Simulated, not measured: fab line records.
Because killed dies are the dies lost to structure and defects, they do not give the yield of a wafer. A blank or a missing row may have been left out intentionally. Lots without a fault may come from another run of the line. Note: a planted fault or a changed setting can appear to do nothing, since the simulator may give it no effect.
What tool caused it?    flow gf180mcu    14 lots, 42 wafers sampled, at 5 steps of a route of 602

WHAT THE GAUGES READ, wafer by wafer
GF_M1_CD_MEAS_14: target cd 230 nm. Usual: cdNm 229.8 nm, standard deviation 1.2.
lot   measured      on        cdNm (nm)          flag
L113  day 17 05:19  cdSem-02  228.8 228.2 228.2  
L115  day 17 22:52  cdSem-01  228.2 229.3 228.8  
L119  day 19 17:02  cdSem-02  230.0 229.8 228.7  
L121  day 20 05:33  cdSem-01  229.3 229.4 229.0  
L122  day 20 16:59  cdSem-02  229.7 229.2 229.3  
L123  day 21 02:45  cdSem-01  231.9 231.1 231.9  
L124  day 21 09:10  cdSem-01  230.8 230.4 229.9  
L125  day 21 10:01  cdSem-02  230.6 229.0 229.7  
L126  day 22 02:28  cdSem-02  230.7 231.6 231.6  
L132  day 24 01:16  cdSem-02  229.9 229.7 230.0  
L133  day 24 06:15  cdSem-01  227.3 228.5 227.4  
L134  day 24 13:47  cdSem-01  231.2 231.0 230.5  
L135  day 25 01:38  cdSem-02  230.3 229.3 230.2  
L136  day 25 02:02  cdSem-02  227.2 226.6 228.6  

GF_V1_THK_MEAS_03. Usual: for V1_CVD_02_THK the level is 851 nm and the standard deviation is 11.
lot   measured      on            V1_CVD_02_THK (nm)  flag
L113  day 17 06:25  filmMetro-03  856 857 860         
L115  day 17 23:52  filmMetro-03  843 850 863         
L119  day 19 18:02  filmMetro-02  853 860 868         
L121  day 20 06:32  filmMetro-02  848 857 862         
L122  day 20 18:11  filmMetro-03  831 863 849         
L123  day 21 03:50  filmMetro-03  838 859 865         
L124  day 21 10:13  filmMetro-01  849 865 854         
L125  day 21 11:01  filmMetro-03  839 853 857         
L126  day 22 03:27  filmMetro-02  848 830 857         
L132  day 24 02:16  filmMetro-03  839 851 851         
L133  day 24 07:14  filmMetro-03  861 857 875         
L134  day 24 14:49  filmMetro-02  834 838 868         
L135  day 25 02:59  filmMetro-03  853 843 851         
L136  day 25 03:08  filmMetro-03  830 863 854         

WHICH TOOL RAN EACH LOT (tool, then ch and the chambers of the sampled wafers, then the start)
lot   GF_CONTACT_SPUTTER_22        GF_M1_METAL_ETCH_16               GF_M1_STRIP_17
L113  pvdSputter-03, day 16 06:20  rieMetal-02 ch 0, day 17 05:31    plasmaAsher-01 ch 0,1, day 17 05:41
L115  pvdSputter-02, day 16 23:23  rieMetal-02 ch 0,1, day 17 23:00  plasmaAsher-04 ch 0,1, day 17 23:07
L119  pvdSputter-02, day 18 16:13  rieMetal-02 ch 0,1, day 19 17:11  plasmaAsher-02 ch 0,1, day 19 17:18
L121  pvdSputter-02, day 19 04:20  rieMetal-02 ch 0,1, day 20 05:41  plasmaAsher-01 ch 0,1, day 20 05:48
L122  pvdSputter-03, day 19 16:01  rieMetal-03 ch 1, day 20 17:08    plasmaAsher-04 ch 0,1, day 20 17:22
L123  pvdSputter-03, day 20 01:54  rieMetal-01 ch 0,1, day 21 02:53  plasmaAsher-02 ch 0, day 21 02:59
L124  pvdSputter-04, day 20 07:46  rieMetal-01 ch 0,1, day 21 09:18  plasmaAsher-02 ch 0,1, day 21 09:25
L125  pvdSputter-03, day 20 09:37  rieMetal-02 ch 0,1, day 21 10:10  plasmaAsher-04 ch 0,1, day 21 10:17
L126  pvdSputter-02, day 21 01:17  rieMetal-03 ch 0,1, day 22 02:35  plasmaAsher-02 ch 0,1, day 22 02:43
L132  pvdSputter-02, day 23 01:38  rieMetal-03 ch 0,1, day 24 01:24  plasmaAsher-02 ch 0,1, day 24 01:31
L133  pvdSputter-04, day 23 06:19  rieMetal-03 ch 0,1, day 24 06:23  plasmaAsher-01 ch 0,1, day 24 06:29
L134  pvdSputter-03, day 23 14:07  rieMetal-02 ch 0,1, day 24 13:57  plasmaAsher-01 ch 0,1, day 24 14:04
L135  pvdSputter-03, day 24 03:27  rieMetal-02 ch 0,1, day 25 01:47  plasmaAsher-02 ch 0,1, day 25 01:55
L136  pvdSputter-02, day 24 03:48  rieMetal-03 ch 0,1, day 25 02:11  plasmaAsher-04 ch 0,1, day 25 02:17
- GF_CONTACT_SPUTTER_22: material Ti, target thk 15 nm, time 80.02 s.
- GF_M1_METAL_ETCH_16: etches the open film in Cl2/BCl3, stops on SiO2, target depth 627.5 nm, time 104.6 s.
- GF_M1_STRIP_17: strips in O2/N2.

AS READ BY THE TOOLS THEMSELVES (means over the sampled wafers that have a number; for cases with no such wafer, the mark the record gives instead)
GF_CONTACT_SPUTTER_22. Usual: throttleValvePct 29.5 %, standard deviation 0.98.
lot   tool           throttleValvePct (%)  flag
L113  pvdSputter-03  29.6                  
L115  pvdSputter-02  30.0                  
L119  pvdSputter-02  29.7                  
L121  pvdSputter-02  28.9                  
L122  pvdSputter-03  29.1                  
L123  pvdSputter-03  29.3                  
L124  pvdSputter-04  29.0                  
L125  pvdSputter-03  29.3                  
L126  pvdSputter-02  28.9                  
L132  pvdSputter-02  29.7                  
L133  pvdSputter-04  30.4                  
L134  pvdSputter-03  29.3                  
L135  pvdSputter-03  29.4                  
L136  pvdSputter-02  29.8                  

GF_M1_METAL_ETCH_16. Usual: drypumpMotorCurrentA 5.93 A, standard deviation 0.23; oesProductAu 0.973 a.u., standard deviation 0.0071; rfFwdPowerW 796.2 W, standard deviation 2.7; throttleValvePct 28.249 %, standard deviation 0.01.
lot   tool         drypumpMotorCurrentA (A)  oesProductAu (a.u.)  rfFwdPowerW (W)  throttleValvePct (%)  flag
L113  rieMetal-02  6.08                      0.972                794.1            28.248                
L115  rieMetal-02  5.99                      0.972                798.2            28.251                
L119  rieMetal-02  6.00                      0.972                799.5            28.252                
L121  rieMetal-02  5.99                      0.929                670.9            28.288                OFF
L122  rieMetal-03  6.15                      0.982                795.9            28.240                
L123  rieMetal-01  5.56                      0.978                797.2            28.244                
L124  rieMetal-01  5.66                      0.975                795.1            28.246                
L125  rieMetal-02  6.05                      0.915                667.3            28.311                OFF
L126  rieMetal-03  6.03                      0.974                799.4            28.257                
L132  rieMetal-03  6.01                      0.965                796.9            28.252                
L133  rieMetal-03  6.13                      0.966                796.2            28.247                
L134  rieMetal-02  6.01                      0.979                796.1            28.243                
L135  rieMetal-02  6.05                      0.977                794.7            28.246                
L136  rieMetal-03  6.10                      0.977                794.2            28.249                

GF_M1_STRIP_17. Usual: drypumpMotorCurrentA 5.8 A, standard deviation 0.49; heaterPowerW 358 W, standard deviation 44; oesProductAu 0.557 a.u., standard deviation 0.0051; stripTimeToEndpointS 7.85 s, standard deviation 0.049.
lot   tool            drypumpMotorCurrentA (A)  heaterPowerW (W)  oesProductAu (a.u.)  stripTimeToEndpointS (s)  flag
L113  plasmaAsher-01  6.2                       348               0.559                7.87                      
L115  plasmaAsher-04  5.1                       387               0.556                7.77                      
L119  plasmaAsher-02  5.9                       352               0.554                7.83                      
L121  plasmaAsher-01  6.4                       383               0.570                8.20                      OFF
L122  plasmaAsher-04  5.1                       380               0.560                7.87                      
L123  plasmaAsher-02  5.9                       368               0.564                7.89                      
L124  plasmaAsher-02  5.9                       352               0.562                7.89                      
L125  plasmaAsher-04  5.1                       347               0.573                8.22                      OFF
L126  plasmaAsher-02  5.8                       342               0.557                7.85                      
L132  plasmaAsher-02  5.9                       348               0.556                7.88                      
L133  plasmaAsher-01  6.4                       384               0.561                7.84                      
L134  plasmaAsher-01  6.2                       346               0.558                7.87                      
L135  plasmaAsher-02  5.8                       337               0.558                7.82                      
L136  plasmaAsher-04  5.1                       346               0.558                7.84                      

THE ANSWER, worked out from the rows above alone
Rule: a lot is off if the mean of its wafers that have a number lies more than 3 standard deviations from the usual mean. A lot without any number at a reading at which 4 lots or more have one is off too. All remaining lots with rows at the step are treated as sound. First the gauges in route order, then the tools' own readings, where a lot's mean is used as printed above. At the first step where some lot is off, the reading lying furthest off is the one used; lots without a number count as furthest.
Off, at GF_M1_METAL_ETCH_16 on rfFwdPowerW: L121, L125.
If a tool, at that step or one of the process steps before it, ran each lot that is off and ran no sound lot following the first of them, it fits. Of those tried, none fits.

WHAT HAD BEEN PUT IN BY THE SIMULATOR
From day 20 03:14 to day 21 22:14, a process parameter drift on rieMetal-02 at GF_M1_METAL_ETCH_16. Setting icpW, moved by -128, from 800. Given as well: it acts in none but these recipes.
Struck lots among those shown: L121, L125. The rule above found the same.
